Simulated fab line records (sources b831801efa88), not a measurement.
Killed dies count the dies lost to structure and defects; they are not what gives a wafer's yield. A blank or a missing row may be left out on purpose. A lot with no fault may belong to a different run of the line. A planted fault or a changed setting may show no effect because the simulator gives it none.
Matching of chambers :: flow sky130 :: pecvd-03 running SKY_CONTACT_CVD_00: 3 sister chambers
The step deposits Si3N4, target thk 75 nm. 18 wafers are shown with their chamber, then 9 later ones without.

WAFERS, EACH WITH ITS CHAMBER
wafer: L074.1
chamber: 2
heater-power-w (W): 775
rf-fwd-power-W (W): 442.1

wafer: L074.4
chamber: 0
heater-power-w (W): 691
rf-fwd-power-W (W): 442.7

wafer: L074.6
chamber: 2
heater-power-w (W): 750
rf-fwd-power-W (W): 443.3

wafer: L076.1
chamber: 0
heater-power-w (W): 651
rf-fwd-power-W (W): 444.6

wafer: L076.2
chamber: 1
heater-power-w (W): 571
rf-fwd-power-W (W): 441.7

wafer: L076.6
chamber: 1
heater-power-w (W): 570
rf-fwd-power-W (W): 442.7

wafer: L080.1
chamber: 0
heater-power-w (W): 567
rf-fwd-power-W (W): 444.7

wafer: L080.2
chamber: 2
heater-power-w (W): 717
rf-fwd-power-W (W): 444.4

wafer: L080.5
chamber: 1
heater-power-w (W): 691
rf-fwd-power-W (W): 443.8

wafer: L081.1
chamber: 1
heater-power-w (W): 635
rf-fwd-power-W (W): 443.7

wafer: L081.3
chamber: 0
heater-power-w (W): 646
rf-fwd-power-W (W): 442.8

wafer: L081.4
chamber: 1
heater-power-w (W): 644
rf-fwd-power-W (W): 442.5

wafer: L083.2
chamber: 2
heater-power-w (W): 858
rf-fwd-power-W (W): 442.6

wafer: L083.3
chamber: 0
heater-power-w (W): 603
rf-fwd-power-W (W): 444.3

wafer: L083.4
chamber: 1
heater-power-w (W): 591
rf-fwd-power-W (W): 442.2

wafer: L090.2
chamber: 2
heater-power-w (W): 790
rf-fwd-power-W (W): 443.5

wafer: L090.3
chamber: 1
heater-power-w (W): 601
rf-fwd-power-W (W): 444.7

wafer: L090.5
chamber: 1
heater-power-w (W): 613
rf-fwd-power-W (W): 446.0

SIGNATURES (averages over the wafers above)
reading: heater-power-w
chamber 0: 631.60
chamber 1: 614.50
chamber 2: 778.00
scatter within a chamber: 46.1

reading: rf-fwd-power-W
chamber 0: 443.820
chamber 1: 443.413
chamber 2: 443.180
scatter within a chamber: 1.19
Rule: distance of a wafer from a chamber = root of the sum over the readings of ((wafer's reading minus chamber's mean) / reading's scatter) squared. If the next closest chamber is less than 2 further off than the closest, the wafer can't be placed; otherwise it belongs to the closest. The scatter: take each reading less its chamber's mean, square it, sum over the shown wafers, divide by the number of wafers less the number of chambers, and take the root.

WAFERS WITH NO CHAMBER GIVEN
wafer: L092.1
heater-power-w (W): 803
rf-fwd-power-W (W): 444.5

wafer: L092.4
heater-power-w (W): 824
rf-fwd-power-W (W): 442.9

wafer: L092.6
heater-power-w (W): 663
rf-fwd-power-W (W): 442.6

wafer: L093.2
heater-power-w (W): 779
rf-fwd-power-W (W): 442.8

wafer: L093.3
heater-power-w (W): 735
rf-fwd-power-W (W): 442.1

wafer: L093.5
heater-power-w (W): 708
rf-fwd-power-W (W): 441.9

wafer: L095.1
heater-power-w (W): 780
rf-fwd-power-W (W): 443.9

wafer: L095.2
heater-power-w (W): 576
rf-fwd-power-W (W): 446.4

wafer: L095.5
heater-power-w (W): 806
rf-fwd-power-W (W): 442.2

WHICH CHAMBER EACH WENT THROUGH
wafer: L092.1
from the rows above: 2
in truth: 2

wafer: L092.4
from the rows above: 2
in truth: 2

wafer: L092.6
from the rows above: can't be placed: 0 or 1 or 2
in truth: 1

wafer: L093.2
from the rows above: 2
in truth: 2

wafer: L093.3
from the rows above: can't be placed: 2 or 0 or 1
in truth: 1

wafer: L093.5
from the rows above: can't be placed: 2 or 0 or 1
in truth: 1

wafer: L095.1
from the rows above: 2
in truth: 2

wafer: L095.2
from the rows above: can't be placed: 0 or 1
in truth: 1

wafer: L095.5
from the rows above: 2
in truth: 2
Correctly placed: 5 of 9. These rows do not allow placing 4 (true chamber among the candidates in 4). Placed wrongly: 0.
